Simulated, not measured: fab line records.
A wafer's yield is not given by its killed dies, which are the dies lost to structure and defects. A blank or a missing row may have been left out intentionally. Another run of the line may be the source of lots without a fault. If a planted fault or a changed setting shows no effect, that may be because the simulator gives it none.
A lot that was struck, set against a sound lot ; flow sky130 ; 16 out of 708 route steps
Sound: these wafers, L110.1, L110.4, L110.6. Struck: wafers L120.2, L120.3 (left out: L120.5, a lot-mate that was not struck); the cause follows at the end.
Per side, at each step with rows, come the tool, then ch with its chambers, and then its first start. Under that, the readings that differ: sound wafers ; struck wafers ; difference of the means ; sigmas: that difference in standard deviations of wafers without a fault.
alike: readings with means less than 2 such deviations apart, plus words and numbers identical on both sides. not compared: withheld readings, readings lacking a value on some wafer, bounds such as >300 that could conceal the same value, and numbers that have no deviation in the record and whose values overlap.
Wherever a step has rows on one side only, a row that says differs or no value, or a row with sigmas, the two part there. Numbers that don't overlap but have no deviation are shown without sigmas and don't part them. A reading missing from all wafers of one side parts the sides only when that side holds two or more wafers.

SKY_SD_N_OVL_MEAS_08:
  sound on overlay-02 at day 30 20:31; struck on overlay-01 at day 34 12:58
  alike: SD_N_OVL
then, 2 steps without rows for these wafers: SKY_SD_N_IMPLANT_09; SKY_SD_N_IMPLANT_10.
SKY_SD_N_STRIP_11: strips in O2/N2.
  sound on plasmaAsher-03 ch 0,1, day 30 20:52; struck on plasmaAsher-03 ch 0,1, day 34 13:18
  alike: drypumpMotorCurrentA, oesProductAu, stripTimeToEndpointS
  not compared: rfHoursCounterH
SKY_SD_N_TW_MEAS_12:
  sound on filmMetro-03 at day 30 20:58; struck on filmMetro-01 at day 34 13:25
  alike: SD_N_TW
then, 1 step without rows for these wafers: SKY_SD_N_CLEAN_13 (cleans in SC1/SC2, time 150 s).
SKY_SD_N_RTA_14: time 2 s.
  sound on rtpAnneal-02 ch 0, day 30 21:04; struck on rtpAnneal-02 ch 0, day 34 13:31
  alike: lampPowerPct, rampDownCPerS, rampUpCPerS, wafer_temp_C_max
SKY_SD_N_RS_MEAS_16: uses a four-point probe to measure.
  sound on filmMetro-02 at day 30 21:14; struck on filmMetro-02 at day 34 13:42
  alike: SD_N_RS
SKY_SD_N_RS_MEAS_17: uses a four-point probe to measure.
  sound on filmMetro-02 at day 30 21:22; struck on filmMetro-02 at day 34 13:49
  alike: SD_P_RS
SKY_SD_N_RS_MEAS_18: uses a four-point probe to measure.
  sound on filmMetro-02 at day 30 21:29; struck on filmMetro-02 at day 34 13:56
  alike: RES_XHIGH_RS
then, 1 step without rows for these wafers: SKY_SALICIDE_CLEAN_00 (cleans in HF-last, time 30 s).
SKY_LI_CONTACT_HDPCVD_00: deposits PSG, target thk 930 nm, time 155 s.
  sound on hdpcvd-01 ch 0,1, day 30 21:37; struck on hdpcvd-02 ch 0,1, day 34 14:04
reading;sound;struck;difference;sigmas
runLengthS (s);183.0 182.5 182.7;263.2 263.7;+80.7;+99 or more
model.PSG_of_LI_CONTACT_HDPCVD_00.thkNm (nm);932 929.2 933.2;1426 1413;+488;
SKY_LI_CONTACT_THK_MEAS_01:
  sound on filmMetro-02 at day 30 21:46; struck on filmMetro-02 at day 34 14:12
reading;sound;struck;difference;sigmas
LI_CONTACT_HDPCVD_THK (nm);932 930 933;1425 1413;+487;+58
SKY_LI_CONTACT_CMP_02: polishes PSG.
  sound on cmp-02 ch 0,2, day 30 21:49; struck on cmp-01 ch 0,2, day 34 14:17
reading;sound;struck;difference;sigmas
timeToEndpointS (s);34.1 32.1 36.0;84.1 82.1;+49.0;+23
  alike: motorCurrentA
SKY_LI_CONTACT_BOW_MEAS_03:
  sound on filmMetro-03 at day 30 22:07; struck on filmMetro-02 at day 34 14:36
  alike: LI_CONTACT_BOW
-- here the record skips 16 days between the struck wafers' starts before and after, leaving off in module LI_CONTACT and picking up in module PAD_OPEN (first step shown: number 708 of the route) --
SKY_PAD_OPEN_PROBE_99:
  rows exist in the record for the struck wafers here (prober-01, day 50 11:17), but not for the sound ones

WHERE THEY PART
First at SKY_LI_CONTACT_HDPCVD_00; last, within this record, at SKY_PAD_OPEN_PROBE_99.

WHY: whatever the simulator had introduced
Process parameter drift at SKY_LI_CONTACT_HDPCVD_00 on hdpcvd-02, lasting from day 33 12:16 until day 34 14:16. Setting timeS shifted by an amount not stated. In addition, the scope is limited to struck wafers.
